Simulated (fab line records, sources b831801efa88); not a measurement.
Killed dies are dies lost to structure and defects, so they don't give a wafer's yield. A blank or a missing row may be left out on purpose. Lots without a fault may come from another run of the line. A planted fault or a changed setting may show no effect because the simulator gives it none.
fab line records | flow gf180mcu
record lots=6 wafers=18 last_day=34
route steps=602 shown M5@532 V5@540
lots that met no fault: from a run of the same line without faults
start_h: hours from the record's first day to the start of the lot's first wafer shown | wait_h: hours since the lot's step before | " the same as in the row above | L1.1+2: a row that stands for several wafers | - no value, or no start given | * or withheld: withheld | < > ~ a bound
route shown NAME@n: a module of which the file shows steps, and the number in the route of the first | usual: mean/standard deviation of fault-free wafers | same: alike in all rows | chamber/n: place in a boat | sites: the reading at each site | _std_site: their standard deviation | _edge_site: outer sites' mean less inner sites' | radius_mm: how far each site lies from the wafer's centre | mask NAME#n: copy n | behind: the tool/chamber that last shaped the wafer | hold: why the lot was held/for how many hours/how that ended | device: the transistor (n, p or np) that didn't switch | end of line: the same wafers' tests at the end of the route | a step without rows: its recipe alone | killed: dies lost to structure and defects at the first sort, not the wafer's yield | map: a wafer's dies, x killed, . not, _ none there
set.NAME: the setting as run; set.NAME@STEP: as run at that earlier step | model.NAME: the simulator's own value behind a step, which no gauge read
lots at some steps of the route; a table a step, a row a wafer
services: from which hour (start_h, from the record's first day; less than 0 if before it) a tool's chamber was out of use, for how many hours, and why
## steps
# step GF_M5_DEVELOP_06
# recipe develop_time_s=60 dev_temp_c=21
# step GF_M5_CD_MEAS_07
# recipe target_cd_nm=280
# usual cd_nm=280.2/1.2
# columns lot.wafer tool chamber start_h wait_h cd_nm
L505.1 cd_sem-01 - 646.24 0.1 278.0
L505.3 " - " " 277.5
L505.4 " - " " 278.4
L506.2 cd_sem-01 - 658.33 0.1 281.8
L506.5 " - " " 281.9
L506.6 " - " " 281.9
L507.2 cd_sem-01 - 661.12 0.1 279.8
L507.3 " - " " 281.3
L507.5 " - " " 281.1
L513.1 cd_sem-01 - 703.84 0.1 280.0
L513.2 " - " " 280.2
L513.6 " - " " 279.4
L522.1 cd_sem-01 - 760.19 0.1 279.6
L522.4 " - " " 280.3
L522.5 " - " " 280.4
L523.1 cd_sem-02 - 761.30 0.1 281.3
L523.3 " - " " 281.2
L523.4 " - " " 281.7
# step GF_M5_OVL_MEAS_08
# usual M5_OVL=-4/6.1
# columns lot.wafer tool chamber start_h wait_h M5_OVL[nm]
L505.1 overlay-02 - 646.36 0.1 -6
L505.3 " - " " -6
L505.4 " - " " -7
L506.2 overlay-01 - 658.43 0.1 -8
L506.5 " - " " -3
L506.6 " - " " -8
L507.2 overlay-01 - 661.23 0.1 13
L507.3 " - " " 7
L507.5 " - " " 1
L513.1 overlay-01 - 703.96 0.1 2
L513.2 " - " " 1
L513.6 " - " " -8
L522.1 overlay-01 - 760.31 0.1 -5
L522.4 " - " " -8
L522.5 " - " " -1
L523.1 overlay-01 - 761.42 0.1 -13
L523.3 " - " " -13
L523.4 " - " " -6
# step GF_M5_ETCH_09
# recipe chemistry=CF4/O2 target=Si3N4 target_depth_nm=52 source_w=800 bias_w=150 pressure_mtorr=150 cf4_flow_sccm=80 O2_flow_sccm=10 time_s=11.6
# step GF_M5_METAL_ETCH_10
# recipe chemistry=Cl2/BCl3 mask_material=KrF target_depth_nm=627.5 stop_on=SiO2 pressure_mtorr=8 icp_w=800 bias_w=140 Cl2_flow_sccm=80 bcl3_flow_sccm=40 time_s=104.6
# usual bcl3_flow_sccm=40.00/0.13 bias_w=140.0/0.43 drypump_motor_current_A=5.83/0.29 oes_product_au=0.971/0.007 throttle_valve_pct=28.250/0.011
# columns lot.wafer tool chamber start_h wait_h bcl3_flow_sccm bias_w drypump_motor_current_A oes_product_au rf_hours_counter_h throttle_valve_pct
L505.1 rie_metal-01 0 646.42 0.0 40.04 140.9 5.72 0.966 1 28.252
L505.3 " 1 " " 39.95 139.6 6.32 0.959 - 28.257
L505.4 " 0 " " 40.09 140.8 5.73 0.968 - 28.240
L506.2 rie_metal-03 1 658.48 0.0 40.02 139.9 5.35 0.976 9 28.234
L506.5 " 1 " " 40.06 139.5 5.35 0.970 - 28.258
L506.6 " 0 " " 39.98 139.8 5.95 0.973 - 28.249
L507.2 rie_metal-03 1 661.28 0.0 39.89 139.7 5.35 0.978 9 28.252
L507.3 " 1 " " 39.95 139.7 5.35 0.972 - 28.243
L507.5 " 1 " " 40.02 139.7 5.37 0.976 - 28.247
L513.1 rie_metal-04 1 704.02 0.0 40.06 139.3 5.87 0.981 6 28.245
L513.2 " 0 " " 40.44 140.0 5.84 0.964 9 28.245
L513.6 " 1 " " 40.06 140.1 5.86 0.965 - 28.255
L522.1 rie_metal-01 0 760.37 0.0 39.95 138.9 5.79 0.972 6 28.243
L522.4 " 0 " " 40.01 139.3 5.74 0.986 - 28.240
L522.5 " 0 " " 40.09 139.6 5.76 0.973 - 28.238
L523.1 rie_metal-03 0 761.48 0.0 40.15 140.4 5.94 0.980 10 28.241
L523.3 " 1 " " 39.89 140.2 5.36 0.974 - 28.255
L523.4 " 0 " " 40.00 140.5 5.95 0.978 - 28.251
# step GF_M5_STRIP_11
# recipe chemistry=O2/N2 power_w=1400 pressure_mtorr=1500 platen_temp_c=250 o2_flow_sccm=3000 n2_flow_sccm=300 overash_fraction=0.5
# usual drypump_motor_current_A=5.30/0.28 heater_power_w=325/16 n2_flow_sccm=299.9/0.91 oes_product_au=0.545/0.0049 strip_time_to_endpoint_s=7.57/0.039
# columns lot.wafer tool chamber start_h wait_h drypump_motor_current_A heater_power_w n2_flow_sccm oes_product_au rf_hours_counter_h strip_time_to_endpoint_s
L505.1 plasma_asher-03 1 646.53 0.1 5.44 311 298.3 0.548 90 7.53
L505.3 " 1 " " 5.44 314 299.5 0.545 - 7.57
L505.4 " 0 " " 5.21 321 299.6 0.550 - 7.54
L506.2 plasma_asher-01 1 658.60 0.1 5.25 320 300.7 0.538 97 7.52
L506.5 " 1 " " 5.27 319 300.2 0.545 - 7.53
L506.6 " 0 " " 5.13 348 298.5 0.545 - 7.48
L507.2 plasma_asher-04 0 661.40 0.1 4.80 352 301.3 0.546 57 7.55
L507.3 " 1 " " 6.03 355 300.9 0.546 - 7.53
L507.5 " 0 " " 4.85 348 299.2 0.547 - 7.55
L513.1 plasma_asher-01 0 704.13 0.1 5.14 340 300.9 0.543 101 7.58
L513.2 " 1 " " 5.28 317 300.5 0.544 101 7.66
L513.6 " 0 " " 5.13 336 300.0 0.549 - 7.55
L522.1 plasma_asher-03 0 760.48 0.1 5.22 307 300.3 0.548 102 7.58
L522.4 " 1 " " 5.40 310 299.4 0.548 - 7.59
L522.5 " 1 " " 5.43 307 299.2 0.547 - 7.55
L523.1 plasma_asher-03 1 761.59 0.1 5.41 317 299.8 0.550 102 7.54
L523.3 " 1 " " 5.38 317 299.3 0.547 - 7.61
L523.4 " 0 " " 5.22 317 300.8 0.539 - 7.53
# step GF_M5_STRIP_12
# recipe chemistry=post_etch_residue_remover time_s=1200 temp_c=72.5
# step GF_M5_CLEAN_13
# recipe chemistry=DIW dry=n2_spin
# step GF_V5_CVD_00
# recipe material=SiO2 target_thk_nm=300 sigma_open_frac=0.3 temp_c=400 time_s=50 sih4_flow_sccm=60 pressure_mtorr=6
# step GF_V5_THK_MEAS_01
# recipe reads=SiO2_of_V5_CVD_00
# usual V5_CVD_00_THK=300/3.8
# columns lot.wafer tool chamber start_h wait_h V5_CVD_00_THK[nm]
L505.1 film_metro-02 - 647.11 0.0 300
L505.3 " - " " 297
L505.4 " - " " 294
L506.2 film_metro-03 - 659.22 0.0 297
L506.5 " - " " 297
L506.6 " - " " 301
L507.2 film_metro-04 - 662.10 0.0 299
L507.3 " - " " 300
L507.5 " - " " 305
L513.1 film_metro-04 - 704.71 0.0 300
L513.2 " - " " 302
L513.6 " - " " 306
L522.1 film_metro-03 - 761.06 0.0 298
L522.4 " - " " 298
L522.5 " - " " 296
L523.1 film_metro-02 - 762.25 0.0 303
L523.3 " - " " 299
L523.4 " - " " 303
# step GF_V5_CVD_02
# recipe material=SiO2 target_thk_nm=1450 precursor=TEOS temp_c=400 time_s=163.28 rf_w=600
# step GF_V5_THK_MEAS_03
# recipe reads=SiO2_of_V5_CVD_02
# usual V5_CVD_02_THK=1455/18
# columns lot.wafer tool chamber start_h wait_h V5_CVD_02_THK[nm]
L505.1 film_metro-02 - 647.28 0.1 1466
L505.3 " - " " 1453
L505.4 " - " " 1480
L506.2 film_metro-02 - 659.38 0.1 1432
L506.5 " - " " 1480
L506.6 " - " " 1442
L507.2 film_metro-03 - 662.27 0.1 1430
L507.3 " - " " 1441
L507.5 " - " " 1461
L513.1 film_metro-04 - 704.87 0.1 1454
L513.2 " - " " 1440
L513.6 " - " " 1467
L522.1 film_metro-03 - 761.23 0.1 1452
L522.4 " - " " 1500
L522.5 " - " " 1489
L523.1 film_metro-03 - 762.41 0.1 1450
L523.3 " - " " 1440
L523.4 " - " " 1480
# step GF_V5_CMP_04
# recipe material=SiO2 down_force_psi=4 platen_rpm=60 pad_velocity_m_s=0.94248
# usual edge_zone_pressure_frac=1.000/0.0045 head_pressure_psi=4.001/0.0083 motor_current_A=12.2/0.97 platen_rpm=60.00/0.038
# columns lot.wafer tool chamber start_h wait_h edge_zone_pressure_frac head_pressure_psi motor_current_A platen_rpm model.SiO2_of_V5_CVD_02.thk_nm
L505.4 cmp-01 2 647.34 0.0 1.005 3.993 14.6 59.93 854.1
L505.1 " 3 " " 0.999 4.004 11.2 59.97 855
L505.3 " 1 " " 1.001 3.997 10.8 60.00 854.8
L506.2 cmp-02 3 659.48 0.1 - - - - 1433
L506.5 " 2 " " - - - - 1481
L506.6 " 3 " " - - - - 1442
L507.3 cmp-02 0 662.42 0.1 - - - - 1442
L507.2 " 3 " " - - - - 1430
L507.5 " 0 " " - - - - 1460
L513.2 cmp-02 3 704.98 0.1 0.999 4.001 11.2 60.00 853.1
L513.1 " 0 " " 0.988 4.013 12.8 59.98 854.3
L513.6 " 2 " " 0.996 3.996 13.2 60.02 853.5
L522.1 cmp-02 0 761.29 0.1 0.999 4.004 12.2 59.97 857.1
L522.4 " 3 " " 1.005 3.994 11.8 59.98 855.9
L522.5 " 1 " " 1.002 3.998 11.8 59.92 855.2
L523.4 cmp-02 3 762.47 0.0 1.006 4.007 11.5 60.03 854.4
L523.1 " 0 " " 0.993 4.008 11.8 59.98 855.5
L523.3 " 1 " " 1.002 4.004 12.0 60.04 853.5
# step GF_V5_BOW_MEAS_05
# recipe mode=bow
# usual V5_BOW=138/11
# columns lot.wafer tool chamber start_h wait_h V5_BOW[um]
L505.1 film_metro-04 - 647.64 0.2 146
L505.3 " - " " 126
L505.4 " - " " 137
L506.2 film_metro-03 - 659.75 0.2 151
L506.5 " - " " 146
L506.6 " - " " 147
L507.2 film_metro-02 - 662.74 0.1 155
L507.3 " - " " 163
L507.5 " - " " 163
L513.1 film_metro-04 - 705.23 0.1 133
L513.2 " - " " 128
L513.6 " - " " 145
L522.1 film_metro-02 - 761.59 0.2 140
L522.4 " - " " 148
L522.5 " - " " 147
L523.1 film_metro-02 - 762.77 0.2 153
L523.3 " - " " 153
L523.4 " - " " 155
# step GF_V5_DEHYDRATE_06
# recipe temp_c=200 time_s=60
# step GF_V5_HMDS_07
# recipe prime_time_s=60 prime_temp_c=120
# step GF_V5_COAT_08
# recipe resist=BARC temp_c=withheld time_s=withheld spin_rpm=withheld resist_thk_nm=withheld
# step GF_V5_COAT_09
# recipe resist=KrF spin_rpm=withheld resist_thk_nm=1000
# step GF_V5_SOFTBAKE_10
# recipe temp_c=130 time_s=60 resist=KrF
# step GF_V5_EXPOSE_11
# recipe mask_id=Via5 target_cd_nm=260 na=0.68 source_shape=conventional sigma_outer=0.6 dose_mj=38
# step GF_V5_PEB_12
# recipe peb_temp_c=135 peb_time_s=90 resist=KrF
# step GF_V5_DEVELOP_13
# recipe develop_time_s=60 resist=KrF dev_temp_c=21
# step GF_V5_CD_MEAS_14
# recipe target_cd_nm=260
# usual cd_nm=260.4/1.2
# columns lot.wafer tool chamber start_h wait_h cd_nm
L505.1 cd_sem-01 - 667.05 0.1 259.5
L505.3 " - " " 261.0
L505.4 " - " " 260.0
L506.2 cd_sem-02 - 678.57 0.1 261.1
L506.5 " - " " 262.9
L506.6 " - " " 262.7
L507.2 cd_sem-02 - 681.52 0.2 260.0
L507.3 " - " " 259.1
L507.5 " - " " 259.2
L513.1 cd_sem-02 - 722.53 0.1 261.3
L513.2 " - " " 262.5
L513.6 " - " " 261.7
L522.1 cd_sem-01 - 777.54 0.1 259.8
L522.4 " - " " 261.6
L522.5 " - " " 261.3
L523.1 cd_sem-02 - 778.58 0.1 259.8
L523.3 " - " " 259.3
L523.4 " - " " 260.9
# step GF_V5_OVL_MEAS_15
# usual V5_OVL=1/4.9
# columns lot.wafer tool chamber start_h wait_h V5_OVL[nm]
L505.1 overlay-02 - 667.17 0.1 6
L505.3 " - " " 3
L505.4 " - " " 9
L506.2 overlay-01 - 678.68 0.1 -11
L506.5 " - " " -3
L506.6 " - " " -8
L507.2 overlay-01 - 681.62 0.1 8
L507.3 " - " " 3
L507.5 " - " " 6
L513.1 overlay-01 - 722.65 0.1 3
L513.2 " - " " 8
L513.6 " - " " -1
L522.1 overlay-02 - 777.66 0.1 -3
L522.4 " - " " 0
L522.5 " - " " -7
L523.1 overlay-01 - 778.70 0.1 0
L523.3 " - " " -4
L523.4 " - " " 0
# step GF_V5_ETCH_16
# recipe chemistry=N2/H2 target_depth_a=withheld overetch_a=withheld time_s=withheld target=BARC ion_energy_ev=200 source_w=500 bias_w=100 pressure_mtorr=30 n2_flow_sccm=100 h2_flow_sccm=200
# step GF_V5_ETCH_17
# recipe chemistry=C4F8/O2/Ar mask_material=KrF target=SiO2 stop_on=TiN source_w=1500 bias_w=1200 pressure_mtorr=40 c4f8_flow_sccm=withheld O2_flow_sccm=6 Ar_flow_sccm=300 time_s=withheld target_depth_a=8550
# usual bias_w=1200/3.6 oes_product_au=0.860/0.0046
# columns lot.wafer tool chamber start_h wait_h bias_w oes_product_au model.etch.depth_nm model.V5.feature_depth_nm
L505.1 rie_diel-03 3 - - 1200 0.861 855 855
L505.3 " 2 " " 1199 0.851 854.8 854.8
L505.4 " 1 " " 1195 0.859 854.1 854.1
L506.2 rie_diel-03 1 - - 1207 1.628 1100 1100
L506.5 " 2 " " 1200 1.632 1103 1103
L506.6 " 1 " " 1200 1.629 1104 1104
L507.2 rie_diel-02 2 - - 1197 1.609 1082 1082
L507.3 " 3 " " 1201 1.627 1104 1104
L507.5 " 3 " " 1201 1.635 1110 1110
L513.1 rie_diel-03 1 - - 1197 0.866 854.3 854.3
L513.2 " 2 " " 1202 0.858 853.1 853.1
L513.6 " 2 " " 1212 0.863 853.5 853.5
L522.1 rie_diel-02 0 - - 1200 0.854 857.1 857.1
L522.4 " 3 " " 1202 0.859 855.9 855.9
L522.5 " 3 " " 1200 0.857 855.2 855.2
L523.1 rie_diel-02 2 - - 1201 0.854 855.5 855.5
L523.3 " 0 " " 1198 0.853 853.5 853.5
L523.4 " 3 " " 1195 0.868 854.4 854.4
# step GF_V5_STRIP_18
# recipe chemistry=O2/N2 power_w=1400 pressure_mtorr=1500 platen_temp_c=250 o2_flow_sccm=3000 n2_flow_sccm=300 overash_fraction=0.5
# usual drypump_motor_current_A=5.6/0.6 heater_power_w=331/23 n2_flow_sccm=300.1/0.88 oes_product_au=0.569/0.005
# columns lot.wafer tool chamber start_h wait_h drypump_motor_current_A heater_power_w n2_flow_sccm oes_product_au rf_hours_counter_h
L505.1 plasma_asher-04 1 667.36 - 6.1 345 299.3 0.560 58
L505.3 " 0 " " 4.9 349 300.3 0.565 -
L505.4 " 1 " " 6.0 345 300.3 0.571 -
L506.2 plasma_asher-01 1 678.86 - 5.2 317 299.8 0.569 99
L506.5 " 1 " " 5.3 316 300.6 0.571 -
L506.6 " 0 " " 5.1 340 300.9 0.572 -
L507.2 plasma_asher-02 0 681.81 - 6.5 330 299.4 0.567 26
L507.3 " 1 " " 6.1 294 300.9 0.558 -
L507.5 " 1 " " 6.1 297 301.6 0.561 -
L513.1 plasma_asher-02 0 722.84 - 6.5 326 299.9 0.571 30
L513.2 " 1 " " 6.1 297 301.1 0.570 30
L513.6 " 0 " " 6.5 314 299.3 0.574 -
L522.1 plasma_asher-02 0 777.84 - 6.5 324 299.9 0.570 36
L522.4 " 1 " " 6.1 299 299.8 0.571 -
L522.5 " 0 " " 6.5 319 298.9 0.570 -
L523.1 plasma_asher-04 0 778.88 - 4.9 344 301.2 0.569 70
L523.3 " 0 " " 4.9 353 301.0 0.564 -
L523.4 " 1 " " 6.1 354 301.0 0.561 -
# step GF_V5_STRIP_19
# recipe chemistry=post_etch_residue_remover time_s=1200 temp_c=72.5
# step GF_V5_CLEAN_20
# recipe chemistry=DIW dry=n2_spin
# step GF_V5_SPUTTER_21
# recipe material=Ti target_thk_nm=15 chamber_pressure_pa=5 power_w=2500 substrate_temp_c=200 time_s=80.02
# usual substrate_temp_c=200.00/0.18 throttle_valve_pct=30.3/1.1
# columns lot.wafer tool chamber start_h wait_h substrate_temp_c throttle_valve_pct
L505.1 pvd_sputter-03 - 667.93 0.0 200.27 29.0
L505.3 " - " " 199.85 28.2
L505.4 " - " " 200.36 31.6
L506.2 pvd_sputter-01 - 679.40 0.0 199.90 29.7
L506.5 " - " " 199.73 30.0
L506.6 " - " " 200.12 31.1
L507.2 pvd_sputter-02 - 682.35 0.0 199.89 31.8
L507.3 " - " " 200.08 29.0
L507.5 " - " " 200.03 28.9
L513.1 pvd_sputter-03 - 723.41 0.0 199.94 29.1
L513.2 " - " " 200.14 31.3
L513.6 " - " " 200.04 31.4
L522.1 pvd_sputter-01 - 778.38 0.0 199.96 31.5
L522.4 " - " " 200.07 30.8
L522.5 " - " " 200.03 31.0
L523.1 pvd_sputter-01 - 779.42 0.0 200.09 30.7
L523.3 " - " " 200.15 31.4
L523.4 " - " " 199.83 29.6
# step GF_V5_SPUTTER_22
# recipe material=TiN target_thk_nm=10 chamber_pressure_pa=5 power_w=4000 time_s=40
# usual throttle_valve_pct=30.3/1.1
# columns lot.wafer tool chamber start_h wait_h throttle_valve_pct
L505.1 pvd_sputter-03 - 667.99 0.0 29.3
L505.3 " - " " 28.6
L505.4 " - " " 31.6
L506.2 pvd_sputter-01 - 679.46 0.0 29.8
L506.5 " - " " 29.6
L506.6 " - " " 31.0
L507.2 pvd_sputter-02 - 682.41 0.0 31.4
L507.3 " - " " 29.1
L507.5 " - " " 29.2
L513.1 pvd_sputter-03 - 723.47 0.0 29.3
L513.2 " - " " 31.0
L513.6 " - " " 31.6
L522.1 pvd_sputter-01 - 778.44 0.0 31.4
L522.4 " - " " 31.0
L522.5 " - " " 30.8
L523.1 pvd_sputter-01 - 779.48 0.0 30.9
L523.3 " - " " 31.3
L523.4 " - " " 29.8
# step GF_V5_CVD_23
# recipe material=W target_thk_nm=350 time_s=104.9 temp_c=400 pressure_torr=40
# step GF_V5_CMP_26
# recipe stop_on=SiO2 down_force_psi=3.5 platen_rpm=60 t_overpolish_s=15 target_thk_nm=0 pad_velocity_m_s=0.94248
# usual edge_zone_pressure_frac=1.000/0.005 head_pressure_psi=3.499/0.0077 motor_current_A=11.1/1 platen_rpm=59.99/0.041
# columns lot.wafer tool chamber start_h wait_h edge_zone_pressure_frac head_pressure_psi motor_current_A platen_rpm model.SiO2_of_V5_CVD_02.thk_nm
L505.3 cmp-01 0 670.89 2.6 0.997 3.499 10.4 60.08 851.1
L505.4 " 2 " " 1.003 3.502 12.9 60.02 850.3
L505.1 " 3 " " 1.003 3.494 10.2 60.00 851.2
L506.2 cmp-01 2 679.94 0.2 0.989 3.503 13.3 59.99 1429
L506.6 " 3 " " 0.994 3.503 11.0 59.94 1438
L506.5 " 0 " " 0.999 3.503 10.4 60.00 1477
L507.2 cmp-02 0 682.74 0.0 0.997 3.492 11.9 60.02 1427
L507.3 " 3 " " 0.996 3.504 10.6 60.01 1438
L507.5 " 0 " " 0.997 3.497 11.0 60.03 1456
L513.1 cmp-01 3 723.90 0.1 1.010 3.506 10.5 60.00 850.5
L513.2 " 0 " " 0.989 3.497 10.8 59.96 849.3
L513.6 " 1 " " 1.000 3.498 9.7 59.98 849.7
L522.1 cmp-02 1 778.97 0.3 1.006 3.505 11.2 59.99 853.3
L522.4 " 0 " " 1.010 3.499 11.3 59.96 852.2
L522.5 " 2 " " 0.991 3.507 12.1 60.05 851.5
L523.4 cmp-01 1 779.81 0.0 0.993 3.489 9.8 59.93 850.6
L523.1 " 2 " " 0.995 3.489 12.6 59.97 851.8
L523.3 " 0 " " 1.001 3.511 10.7 59.98 849.7
## services
# columns tool chamber start_h hours kind
rie_diel-03 3 625.75 4.9 repair
rie_metal-03 - 626.35 0.1 repair
pvd_sputter-02 - 626.63 2.1 repair
rie_diel-03 0 642.79 2.7 repair
cmp-01 - 661.74 1.1 repair
cmp-02 - 665.50 7.9 pm
cmp-01 - 667.58 3.3 repair
rie_diel-02 2 668.61 6.6 repair
rie_diel-03 - 677.18 1.0 repair
rie_metal-03 - 685.18 14.6 pm
rie_diel-03 1 688.34 1.3 repair
cmp-01 - 696.47 1.3 repair
rie_diel-03 2 701.43 1.4 repair
rie_diel-02 0 713.86 16.8 repair
rie_diel-02 3 731.19 4.9 repair
plasma_asher-01 - 733.75 9.0 pm
cmp-02 - 734.79 4.6 pm
cmp-01 - 735.19 1.4 repair
plasma_asher-03 - 739.41 2.5 repair
pvd_sputter-01 - 743.06 2.9 repair
cmp-02 - 744.29 4.0 pm
pvd_sputter-01 - 744.89 3.4 repair
rie_metal-03 - 746.00 2.3 repair
cmp-01 - 755.88 4.0 pm
## key
first_sign step=GF_V5_CMP_04 reading=tool_record direction=missing
effect step=GF_V5_BOW_MEAS_05 reading=V5_BOW direction=up sigmas=1.5 usual=138 struck=154
effect step=GF_V5_ETCH_17 reading=oes_product_au direction=up sigmas=99+ usual=0.860 struck=1.627
model_effect step=GF_V5_CMP_04 value=SiO2_of_V5_CVD_02.thk_nm without=856.1 struck=1448
model_effect step=GF_V5_ETCH_17 value=etch.depth_nm without=856.1 struck=1101
model_effect step=GF_V5_CMP_26 value=SiO2_of_V5_CVD_02.thk_nm without=852.3 struck=1444
met_at GF_V5_CMP_04
struck_wafers L506.2,L506.5,L506.6,L507.2,L507.3,L507.5
later_rows_left_out L506.2,L506.5,L506.6,L507.2,L507.3,L507.5
sort_left_out L506.2,L506.5,L506.6,L507.2,L507.3,L507.5
fault kind=skipped_step_whole tool=cmp-02 chamber=- onset_h=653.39 steps=GF_V5_CMP_04 scope=struck_lots_only
# sort_left_out: the simulated sort isn't trusted on such a fault, so these wafers' sort isn't shown, and their yield isn't known
# later_rows_left_out: the simulator's readings of these wafers behind a module that went badly wrong aren't trusted and aren't shown, but for the sort
